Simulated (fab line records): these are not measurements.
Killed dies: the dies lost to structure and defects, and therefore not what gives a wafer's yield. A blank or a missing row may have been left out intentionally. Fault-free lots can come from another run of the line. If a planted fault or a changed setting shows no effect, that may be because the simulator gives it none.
Which tool was responsible? + flow gf180mcu + 13 lots with 39 wafers sampled at 5 steps, on a route of 602 steps

## WHAT EACH GAUGE READ, for each wafer
GF_VT_IMPLANT_RS_MEAS_46: the measuring method here is four-point-probe.
| lot  | measured     | on           | MVSD_RS (ohm/sq)  |
|------|--------------|--------------|-------------------|
| L139 | day 7 12:49  | filmMetro-03 | 458.0 457.0 457.2 |
| L140 | day 7 20:01  | filmMetro-03 | 456.0 456.9 456.5 |
| L142 | day 8 09:24  | filmMetro-04 | 456.8 456.3 456.7 |
| L144 | day 9 02:04  | filmMetro-01 | 456.4 457.5 457.2 |
| L146 | day 9 12:41  | filmMetro-03 | 456.4 456.2 456.8 |
| L147 | day 9 22:06  | filmMetro-03 | 455.8 454.6 455.4 |
| L149 | day 10 10:45 | filmMetro-01 | 457.6 457.3 457.4 |
| L154 | day 11 20:20 | filmMetro-01 | 455.7 455.0 457.0 |
| L156 | day 12 09:16 | filmMetro-01 | 456.6 458.0 457.6 |
| L157 | day 12 16:31 | filmMetro-04 | 457.1 456.2 456.5 |
| L158 | day 12 20:46 | filmMetro-04 | 456.1 457.4 458.7 |
| L160 | day 13 13:36 | filmMetro-03 | 457.3 458.2 457.7 |
| L162 | day 14 01:41 | filmMetro-01 | 455.0 454.7 455.2 |

GF_POLY_GATE_CD_MEAS_18.
| lot  | measured     | on       | cdNm (nm)         |
|------|--------------|----------|-------------------|
| L139 | day 9 07:04  | cdSem-02 | 280.0 279.4 279.6 |
| L140 | day 9 12:38  | cdSem-02 | 275.3 279.7 275.4 |
| L142 | day 10 03:52 | cdSem-02 | 280.1 282.2 280.9 |
| L144 | day 11 00:30 | cdSem-02 | 279.2 280.1 281.8 |
| L146 | day 11 11:00 | cdSem-01 | 277.1 282.7 279.3 |
| L147 | day 11 18:29 | cdSem-01 | 281.1 279.9 279.8 |
| L149 | day 12 09:04 | cdSem-01 | 283.8 280.5 283.9 |
| L154 | day 13 20:51 | cdSem-01 | 281.4 279.9 278.6 |
| L156 | day 14 08:21 | cdSem-01 | 277.5 281.5 283.4 |
| L157 | day 14 20:43 | cdSem-02 | 280.8 280.1 281.6 |
| L158 | day 14 21:58 | cdSem-01 | 280.1 282.1 281.3 |
| L160 | day 15 14:04 | cdSem-02 | 277.7 279.9 280.2 |
| L162 | day 16 04:40 | cdSem-01 | 278.0 280.7 279.0 |

GF_HV_LDD_CD_MEAS_07: the cd target is 400 nm.
| lot  | measured     | on       | cdNm (nm)         |
|------|--------------|----------|-------------------|
| L139 | day 10 00:18 | cdSem-01 | 400.1 404.5 401.8 |
| L140 | day 10 06:13 | cdSem-02 | 396.4 394.6 395.5 |
| L142 | day 10 21:53 | cdSem-01 | 401.0 399.5 398.9 |
| L144 | day 11 19:39 | cdSem-02 | 397.8 398.1 399.0 |
| L146 | day 12 05:49 | cdSem-01 | 398.0 399.6 398.4 |
| L147 | day 12 13:42 | cdSem-01 | 399.5 400.0 398.3 |
| L149 | day 13 04:44 | cdSem-02 | 401.1 402.8 400.0 |
| L154 | day 14 18:53 | cdSem-02 | 396.9 397.0 397.6 |
| L156 | day 15 04:22 | cdSem-01 | 397.8 397.0 395.5 |
| L157 | day 15 17:42 | cdSem-01 | 420.0 421.4 419.9 |
| L158 | day 15 19:42 | cdSem-02 | 421.3 417.9 420.8 |
| L160 | day 16 12:11 | cdSem-02 | 399.8 401.8 400.4 |
| L162 | day 17 02:19 | cdSem-01 | 418.7 420.3 421.6 |

## WHICH TOOL RAN EACH LOT (tool, then ch and the chambers of the sampled wafers, then the start)
| lot  | GF_POLY_GATE_ETCH_13            | GF_HV_LDD_DEVELOP_06             |
|------|---------------------------------|----------------------------------|
| L139 | rieSi-01 ch 0,1,2, day 9 04:36  | lithoTrack-02 ch 0, day 10 00:10 |
| L140 | rieSi-02 ch 0,1,3, day 9 11:06  | lithoTrack-04 ch 0, day 10 06:05 |
| L142 | rieSi-01 ch 1,2,3, day 10 02:20 | lithoTrack-03 ch 0, day 10 21:44 |
| L144 | rieSi-01 ch 0,1,2, day 10 22:56 | lithoTrack-02 ch 0, day 11 19:31 |
| L146 | rieSi-01 ch 0,1,3, day 11 08:27 | lithoTrack-02 ch 0, day 12 05:41 |
| L147 | rieSi-01 ch 1,2, day 11 16:58   | lithoTrack-04 ch 0, day 12 13:33 |
| L149 | rieSi-02 ch 0,2,3, day 12 07:30 | lithoTrack-03 ch 0, day 13 04:35 |
| L154 | rieSi-02 ch 0,1,3, day 13 18:11 | lithoTrack-02 ch 0, day 14 17:11 |
| L156 | rieSi-02 ch 0,1,2, day 14 06:42 | lithoTrack-03 ch 0, day 15 04:13 |
| L157 | rieSi-01 ch 0,3, day 14 18:20   | lithoTrack-02 ch 0, day 15 17:34 |
| L158 | rieSi-01 ch 0,1, day 14 19:51   | lithoTrack-02 ch 0, day 15 19:34 |
| L160 | rieSi-02 ch 0,1,2, day 15 12:34 | lithoTrack-03 ch 0, day 16 12:02 |
| L162 | rieSi-01 ch 1,2, day 16 03:06   | lithoTrack-02 ch 0, day 17 02:11 |
- GF_POLY_GATE_ETCH_13: etches poly-Si in HBr/Cl2, stops on SiO2, target depth 198.5 nm, time 69.6 s.
- GF_HV_LDD_DEVELOP_06: develop time 60 s.

## AS READ BY THE TOOLS THEMSELVES (means over the sampled wafers that have a number; for cases with no such wafer, the mark the record gives instead)
GF_POLY_GATE_ETCH_13.
| lot  | tool     | biasW (W) | drypumpMotorCurrentA (A) | oesProductAu (a.u.) | throttleValvePct (%) |
|------|----------|-----------|--------------------------|---------------------|----------------------|
| L139 | rieSi-01 | 100.01    | 5.7                      | 0.992               | 33.674               |
| L140 | rieSi-02 | 100.06    | 5.4                      | 0.983               | 33.689               |
| L142 | rieSi-01 | 99.74     | 6.3                      | 0.999               | 33.676               |
| L144 | rieSi-01 | 99.87     | 5.7                      | 0.989               | 33.677               |
| L146 | rieSi-01 | 100.01    | 5.9                      | 0.989               | 33.687               |
| L147 | rieSi-01 | 100.08    | 6.1                      | 0.985               | 33.688               |
| L149 | rieSi-02 | 99.60     | 5.9                      | 0.987               | 33.682               |
| L154 | rieSi-02 | 99.68     | 5.4                      | 0.978               | 33.672               |
| L156 | rieSi-02 | 100.05    | 5.9                      | 0.981               | 33.683               |
| L157 | rieSi-01 | 100.09    | 5.9                      | 0.998               | 33.688               |
| L158 | rieSi-01 | 99.78     | 5.3                      | 0.996               | 33.684               |
| L160 | rieSi-02 | 100.00    | 5.9                      | 0.982               | 33.680               |
| L162 | rieSi-01 | 99.64     | 6.2                      | 0.989               | 33.684               |

GF_HV_LDD_DEVELOP_06.
| lot  | tool          | exhaustPa (Pa) |
|------|---------------|----------------|
| L139 | lithoTrack-02 | 45.2           |
| L140 | lithoTrack-04 | 45.1           |
| L142 | lithoTrack-03 | 45.4           |
| L144 | lithoTrack-02 | 44.5           |
| L146 | lithoTrack-02 | 44.7           |
| L147 | lithoTrack-04 | 45.2           |
| L149 | lithoTrack-03 | 45.8           |
| L154 | lithoTrack-02 | 44.8           |
| L156 | lithoTrack-03 | 43.8           |
| L157 | lithoTrack-02 | 45.5           |
| L158 | lithoTrack-02 | 44.8           |
| L160 | lithoTrack-03 | 46.0           |
| L162 | lithoTrack-02 | 43.8           |

## THE ANSWER, worked out from the rows above alone
Rule: the usual values come from the lots themselves. The widest of any qualifying gaps counts: lots, ordered by their means at a reading, are off when they make up no more than a third of the lots, leave a main group of 4 or more, and stand apart from it by 3 or more times the standard deviation of that group's means. Not used: any main group whose means are identical at the precision the tables above print for the reading. A lot without any number at a reading at which 4 lots or more have one is off too. All remaining lots with rows at the step are treated as sound. Order of review: gauges by route order, followed by the tools' own readings, for which a lot's mean as printed above is used. The first step at which some lot is off is used, and at that step the reading that is off furthest; a lot without a number counts as furthest.
Off, at GF_HV_LDD_CD_MEAS_07 on cdNm: L157, L158, L162. Mean 399.0 nm and standard deviation 2 in the main group.
If a tool, at a process step before that reading, ran all the lots that are off and no sound lot after the first of them, it fits. Those tools and the gauges at GF_HV_LDD_CD_MEAS_07 are tried in the same way. Can't be told from this: 2 tools fit, rieSi-01 at GF_POLY_GATE_ETCH_13, lithoTrack-02 at GF_HV_LDD_DEVELOP_06.

## WHAT THE SIMULATOR HAD INSERTED
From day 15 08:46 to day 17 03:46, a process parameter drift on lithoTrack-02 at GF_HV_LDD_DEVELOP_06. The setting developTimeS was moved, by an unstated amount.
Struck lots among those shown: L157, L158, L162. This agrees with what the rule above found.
